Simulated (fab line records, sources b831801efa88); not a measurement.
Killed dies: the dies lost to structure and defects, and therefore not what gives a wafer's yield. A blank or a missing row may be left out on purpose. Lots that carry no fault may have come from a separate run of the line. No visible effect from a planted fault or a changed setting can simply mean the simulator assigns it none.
8D (eight disciplines) problem report, filled in by code	flow gf180mcu	the parts of the form that need people (team, actions taken, sign-off) are left out

## 1. THE ISSUE
Wafers without a fault read 533.5, standard deviation 0.88; wafer_temp_C_max at GF_SALICIDE_RTA_06 reads a mean of 480.0 on 6 wafers belonging to 2 lots. Relative to the usual mean, that is a shift of -61 standard deviations.
The step: time 30 s.
First observed at day 18 12:57: wafer L833.1, on rtpAnneal-01. At this step, 42 wafers from 14 lots have a number in the record. By rule, "out" or "out of limits" means more than 4 standard deviations away from the usual mean. Any other wafer with a number is counted as sound.

## 2. WHAT IT IS; WHAT IT IS NOT
question	is	is not
which readings at this step	wafer_temp_C_max, lampPowerPct	-
which lots	L833, L835	L824, L825, L827, L828, L829, L830, L840, L842, L843, L845, L846, L847
which wafers of those lots	all that have a number	-
read on which tools	rtpAnneal-01	rtpAnneal-02
when	from day 18 12:57	up to then (18 sound wafers); but 18 sound wafers of L840, L842, L843, L845, L846, L847 came after

## 3. THE SUSPECTS, EACH WITH WHAT RULES IT OUT
Counting: a tool stays on the suspect list if, at a process step up to the reading, it processed all lots that are out and no sound lot following the first of them.
- rtpAnneal-01 at GF_SALICIDE_RTA_06 (time 30 s): ruled out as a lasting fault. Sound lots L842, L843, L847 ran on it after its first lot that is out, L833 (day 18 12:57).
Left after counting: nothing in the record.

## 4. THE CAUSE (what the simulator had put in)
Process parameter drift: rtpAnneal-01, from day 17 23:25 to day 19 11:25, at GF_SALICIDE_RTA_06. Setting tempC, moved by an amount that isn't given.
Counting ruled it out, wrongly.

## 5. THE CHAIN OF EFFECTS, in route order
Each row: a reading where the mean over the struck wafers with a number is more than 3 standard deviations away from the usual. Scope: only readings with a usual standard deviation given in the record; hours: median across lots of the time from each lot's start at the first step in this table that gives one to its start at this step; sigmas: change in usual standard deviations.
hours	step	reading	usual	on struck wafers	change	sigmas
0	GF_SALICIDE_RTA_06	lampPowerPct	6.51 %	5.35	-1.16	-6.5
0	GF_SALICIDE_RTA_06	wafer_temp_C_max	533.5	480.0	-53.5	-61
Process steps it contains:
- GF_SALICIDE_RTA_06: time 30 s.

## 6. HOW IT WOULD HAVE BEEN CAUGHT EARLIER
First out-of-limits reading in this record: day 18 12:57, which is 14 hours after fault onset at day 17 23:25.
